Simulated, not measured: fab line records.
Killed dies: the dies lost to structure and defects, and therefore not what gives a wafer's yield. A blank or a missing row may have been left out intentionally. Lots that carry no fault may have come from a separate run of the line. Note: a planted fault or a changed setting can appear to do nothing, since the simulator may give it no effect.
Matching of chambers | flow gf180mcu | 4 sister chambers for GF_CONTACT_CMP_27 on cmp-02
The step polishes, stops on SiO2, t overpolish 15 s, target thk 0 nm. 4 wafers are shown with their chamber, then 7 later ones without.

== WAFERS WITH THEIR CHAMBER ==
wafer  | chamber | motorCurrentA (A)
L179.2 | 1       | 10.2
L179.3 | 2       | 10.7
L180.1 | 0       | 11.4
L180.3 | 3       | 10.0

== WAFERS WITH NO CHAMBER GIVEN ==
wafer  | motorCurrentA (A)
L180.6 | 9.5
L181.2 | 10.7
L181.3 | 9.8
L181.4 | 9.5
L182.1 | 10.5
L182.2 | 11.4
L182.5 | 11.8

== WHICH CHAMBER EACH ONE RAN IN ==
wafer  | from the rows above          | in truth
L180.6 | can't be placed: 3 or 1      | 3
L181.2 | can't be placed: 2 or 1      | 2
L181.3 | can't be placed: 3 or 1      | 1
L181.4 | can't be placed: 3 or 1      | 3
L182.1 | can't be placed: 2 or 1 or 3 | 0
L182.2 | 0                            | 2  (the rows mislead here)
L182.5 | 0                            | 0
Placed correctly: 1 of 7. These rows do not allow placing 5 (true chamber among the candidates in 4). Number placed wrongly: 1.
How it was worked out, from the rows above alone: a wafer's distance from a chamber is the root of the sum, over the readings, of the square of ((its reading less the chamber's mean) divided by the reading's scatter). If the next closest chamber is less than 2 further off than the closest, the wafer can't be placed; otherwise it belongs to the closest. A chamber's mean is the mean of its shown wafers. The scatter: with one shown wafer a chamber, the root of the mean of the squares of how far each hidden wafer lies from its nearest shown one.
